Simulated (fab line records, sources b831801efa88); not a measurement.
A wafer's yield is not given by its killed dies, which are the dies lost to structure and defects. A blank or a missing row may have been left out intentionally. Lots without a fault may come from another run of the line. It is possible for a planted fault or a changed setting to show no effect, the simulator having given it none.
The same fault as seen by 2 desks :: flow gf180mcu :: what lay behind the numbers comes last; until then each desk has only its own

== THE METROLOGY DESK ==
Lot by lot, what the gauges showed, no matter which tool ran the lot: averages of those sampled wafers that carry a number. Marked OUT: a lot whose mean sits more than 4 standard deviations from the usual mean, which makes it out of limits; the brackets give that distance.
Columns: A = cd-nm at GF_V3_CD_MEAS_14, usual 260.3 nm; B = V3_OVL at GF_V3_OVL_MEAS_15, usual -1 nm
lot: L715
first seen here: day 22 15:08
A: 258.6
B: 2

lot: L720
first seen here: day 24 12:25
A: 259.6
B: 4

lot: L727
first seen here: day 26 19:39
A: 260.6
B: 0

lot: L733
first seen here: day 28 12:56
A: 260.1
B: 1

lot: L734
first seen here: day 28 22:31
A: 262.3
B: 2
Finding of this desk: none of the 5 lots has anything out of limits.

== AT THE TOOL OWNER'S DESK: pvd-sputter-03 ==
The tool's own readings at GF_V3_SPUTTER_22 (material TiN, target thk 10 nm, time 40 s): means of the sampled wafers that have a number, for each lot that ran on this tool. Marked OUT: a lot whose mean sits more than 4 standard deviations from the usual mean, which makes it out of limits; the brackets give that distance.
Columns: A = throttle-valve-pct at GF_V3_SPUTTER_22, usual 30.4 %
lot: L715
first seen here: day 22 16:01
A: 30.8

lot: L727
first seen here: day 26 20:33
A: 31.8
Finding of this desk: none of the 2 lots has anything out of limits.

== PUT TOGETHER ==
Metrology desk: nothing out of limits seen.
The tool owner's desk saw nothing out of limits.

== WHAT THE SIMULATOR PUT IN ==
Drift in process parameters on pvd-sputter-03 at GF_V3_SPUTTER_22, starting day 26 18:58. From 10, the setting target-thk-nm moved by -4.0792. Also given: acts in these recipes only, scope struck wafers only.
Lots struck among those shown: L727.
